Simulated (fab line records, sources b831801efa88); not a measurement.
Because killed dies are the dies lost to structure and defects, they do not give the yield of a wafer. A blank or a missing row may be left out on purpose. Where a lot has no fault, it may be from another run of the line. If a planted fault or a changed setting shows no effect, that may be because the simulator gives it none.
Chamber matching ; flow sky130 ; SKY_VIA3_CMP_24 on cmp-01 has 4 sister chambers
The step polishes, stops on SiO2, t overpolish 20 s, target thk 0 nm. 4 wafers are shown with their chamber, then 8 later ones without.

WAFERS, EACH WITH ITS CHAMBER
wafer;chamber;motor current A (A)
L229.5;1;12.4
L235.1;3;9.2
L235.2;0;13.4
L235.3;2;10.4

WAFERS WITH NO CHAMBER GIVEN
wafer;motor current A (A)
L237.3;10.3
L237.4;12.0
L237.6;12.7
L238.2;11.8
L238.3;9.4
L238.5;9.8
L239.2;9.5
L239.4;13.5

WHICH CHAMBER EACH ONE RAN IN
wafer;from the rows above;in truth
L237.3;2;2
L237.4;1;1
L237.6;can't be placed: 1 or 0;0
L238.2;1;1
L238.3;3;3
L238.5;can't be placed: 2 or 3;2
L239.2;can't be placed: 3 or 2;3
L239.4;0;0
5 of 8 placed correctly. From these rows, 3 cannot be placed; in 3 the true chamber is one of the candidates. Wrongly placed: 0.
How it was worked out, from the rows above alone: a wafer's distance from a chamber is the root of the sum, over the readings, of the square of ((its reading less the chamber's mean) divided by the reading's scatter). The wafer belongs to the nearest chamber; if the next one is less than 2 further off, it can't be placed. A chamber's mean is the mean of its shown wafers. The scatter: with one shown wafer a chamber, the root of the mean of the squares of how far each hidden wafer lies from its nearest shown one.
